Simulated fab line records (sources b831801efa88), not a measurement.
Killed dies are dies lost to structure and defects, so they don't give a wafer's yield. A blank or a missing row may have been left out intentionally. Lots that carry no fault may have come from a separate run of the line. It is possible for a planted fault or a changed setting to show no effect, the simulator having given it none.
Struck lot and sound lot, side by side    flow sfqLine    37 steps out of a route of 325
Sound: these wafers, L152.4, L152.5, L152.6. Struck: wafer L154.3 (L154.5, L154.6, from the same lot, were not struck and are left out); the cause is given at the end.
For every step that has rows: the tool of each side, followed by ch and its chambers, followed by its first start. Under that, the readings that differ: sound wafers    struck wafers    difference of the means    sigmas: that difference in standard deviations of wafers without a fault.
alike: words and numbers the same on both sides, and readings whose means are apart by under 2 such deviations; not compared: readings that were withheld, readings missing a value for some wafer, numbers with overlapping values and no deviation given by the record, and bounds like >300 which may hide the same value.
The two part at a step that has a row with sigmas, a row that says differs or no value, or rows on one side only. Numbers that don't overlap but have no deviation are shown without sigmas and don't part them. A reading missing from all wafers of one side parts the sides only when that side holds two or more wafers.

SFQ_R5_THK_MEAS_934: measures by xrf.
  sound: filmMetro-02 at day 52 20:49; struck: filmMetro-01 at day 53 08:25
  alike: R5_MONX_THK
then, 6 steps without rows for these wafers: SFQ_TRILAYER_R5_LITHO_COAT_141 (resist thk 62 nm); SFQ_TRILAYER_R5_LITHO_COAT_136 (resist thk 600 nm); SFQ_TRILAYER_R5_LITHO_SOFTBAKE_140; SFQ_TRILAYER_R5_LITHO_EXPOSE_137 (exposes mask R5, target cd 500 nm); SFQ_TRILAYER_R5_LITHO_PEB_139 (peb time 60 s); SFQ_TRILAYER_R5_LITHO_DEVELOP_138 (time 60 s).
-- the record jumps here: 5 days lie between the struck wafers' starts before and after --
SFQ_R5_OVL_MEAS_935:
  sound: overlay-01 at day 58 00:13; struck: overlay-02 at day 58 11:56
reading      sound  struck  difference  sigmas
R5_OVL (nm)  2 0 7  -10     -13         -2
SFQ_TRILAYER_R5_BARC_OPEN_METAL_ETCH_177: etches BARC in O2, target depth 125 nm, time 41.7 s.
  sound on rieMetal-02 ch 0,1, day 58 00:16; struck on rieMetal-01 ch 1, day 58 11:59
  alike: biasW, drypumpMotorCurrentA, oesProductAu
  not compared: rfHoursCounterH
then, 3 steps without rows for these wafers: SFQ_TRILAYER_R5_ETCH_METAL_ETCH_139 (etches the open film in Cl2, stops on SiO2, target depth 60 nm, time 40 s); SFQ_TRILAYER_R5_STRIP_STRIP_140 (strips in O2); SFQ_TRILAYER_R5_STRIP_SOLV_CLEAN_141 (cleans in NMP, time 600 s).
SFQ_TRILAYER_A5C_DEP_PECVD_142: deposits SiO2 from SiH4/N2O, time 15.556 s, target thk 70 nm.
  sound on pecvd-02 ch 0,1,2, day 58 01:08; struck on pecvd-02 ch 0, day 58 12:52
reading                                              sound              struck  difference  sigmas
model.SiO2_of_TRILAYER_A5C_DEP_PECVD_142.thkNm (nm)  71.44 71.28 71.77  80.07   +8.57       
  alike: heaterPowerW, throttleValvePct
then, 6 steps without rows for these wafers: SFQ_TRILAYER_I5_LITHO_COAT_149 (resist thk 62 nm); SFQ_TRILAYER_I5_LITHO_COAT_144 (resist thk 650 nm); SFQ_TRILAYER_I5_LITHO_SOFTBAKE_148; SFQ_TRILAYER_I5_LITHO_EXPOSE_145 (exposes mask I5, target cd 700 nm); SFQ_TRILAYER_I5_LITHO_PEB_147 (peb time 60 s); SFQ_TRILAYER_I5_LITHO_DEVELOP_146 (time 60 s).
-- the record jumps here: 5 days lie between the struck wafers' starts before and after --
SFQ_I5_OVL_MEAS_936:
  sound: overlay-02 at day 63 07:36; struck: overlay-02 at day 63 16:16
  alike: I5_OVL
SFQ_TRILAYER_I5_BARC_OPEN_VIA_ETCH_200: etches BARC in O2, target depth 125 nm, time 41.7 s.
  sound on rieDiel-04 ch 0,2,3, day 63 07:37; struck on rieDiel-04 ch 3, day 63 16:17
  alike: biasW, drypumpMotorCurrentA, oesProductAu
  not compared: rfHoursCounterH
SFQ_TRILAYER_I5_ETCH_VIA_ETCH_147: etches the open film in CHF3, stops on Nb, target depth 360 nm.
  sound on rieDiel-04 ch 0,2,3, day 63 07:39; struck on rieDiel-04 ch 3, day 63 16:19
  alike: biasW, drypumpMotorCurrentA, oesProductAu
then, 8 steps without rows for these wafers: SFQ_TRILAYER_I5_STRIP_STRIP_148 (strips in O2); SFQ_TRILAYER_I5_STRIP_SOLV_CLEAN_149 (cleans in NMP, time 600 s); SFQ_TRILAYER_C5_LITHO_COAT_156 (resist thk 62 nm); SFQ_TRILAYER_C5_LITHO_COAT_151 (resist thk 650 nm); SFQ_TRILAYER_C5_LITHO_SOFTBAKE_155; SFQ_TRILAYER_C5_LITHO_EXPOSE_152 (exposes mask C5, target cd 500 nm); SFQ_TRILAYER_C5_LITHO_PEB_154 (peb time 60 s); SFQ_TRILAYER_C5_LITHO_DEVELOP_153 (time 60 s).
SFQ_C5_OVL_MEAS_937:
  sound: overlay-01 at day 63 12:03; struck: overlay-02 at day 63 19:32
  alike: C5_OVL
SFQ_TRILAYER_C5_BARC_OPEN_VIA_ETCH_210: etches BARC in O2, target depth 125 nm, time 41.7 s.
  sound on rieDiel-01 ch 0,3, day 63 12:04; struck on rieDiel-03 ch 3, day 63 19:33
  alike: biasW, drypumpMotorCurrentA, oesProductAu
  not compared: rfHoursCounterH
SFQ_TRILAYER_C5_ETCH_VIA_ETCH_154: etches SiO2 in CHF3, stops on Nb, target depth 84 nm.
  sound on rieDiel-01 ch 0,3, day 63 12:06; struck on rieDiel-03 ch 3, day 63 19:35
reading                       sound              struck  difference  sigmas
oesProductAu (a.u.)           0.909 0.896 0.902  0.972   +0.070      +8
model.etch.depthNm (nm)       71.44 71.28 71.77  80.07   +8.57       
model.C5.featureDepthNm (nm)  71.44 71.28 71.77  80.07   +8.57       
  alike: biasW, drypumpMotorCurrentA
SFQ_TRILAYER_C5_STRIP_STRIP_155: strips in O2.
  sound on rieMetal-03 ch 0,1, day 63 12:21; struck on rieMetal-04 ch 0, day 63 19:50
  alike: drypumpMotorCurrentA, oesProductAu
  not compared: rfHoursCounterH
then, 1 step without rows for these wafers: SFQ_TRILAYER_C5_STRIP_SOLV_CLEAN_156 (cleans in NMP, time 600 s).
SFQ_TRILAYER_M6_DEP_PRE_CLEAN_158: time 22.5 s.
  sound: pvdSputter-05 at day 63 12:56; struck: pvdSputter-06 at day 63 20:25
reading                                              sound              struck  difference  sigmas
model.SiO2_of_TRILAYER_A5C_DEP_PECVD_142.thkNm (nm)  63.94 63.78 64.27  72.57   +8.57       
then, 1 step without rows for these wafers: SFQ_TRILAYER_M6_DEP_SPUTTER_157 (material Nb, target thk 200 nm, time 133.3 s).

WHERE THEY PART
At SFQ_R5_OVL_MEAS_935 first; at SFQ_TRILAYER_C5_ETCH_VIA_ETCH_154 last (within this record only). Later steps at which nothing parts them and some readings are alike: SFQ_TRILAYER_C5_STRIP_STRIP_155.

WHY: what had been put in by the simulator
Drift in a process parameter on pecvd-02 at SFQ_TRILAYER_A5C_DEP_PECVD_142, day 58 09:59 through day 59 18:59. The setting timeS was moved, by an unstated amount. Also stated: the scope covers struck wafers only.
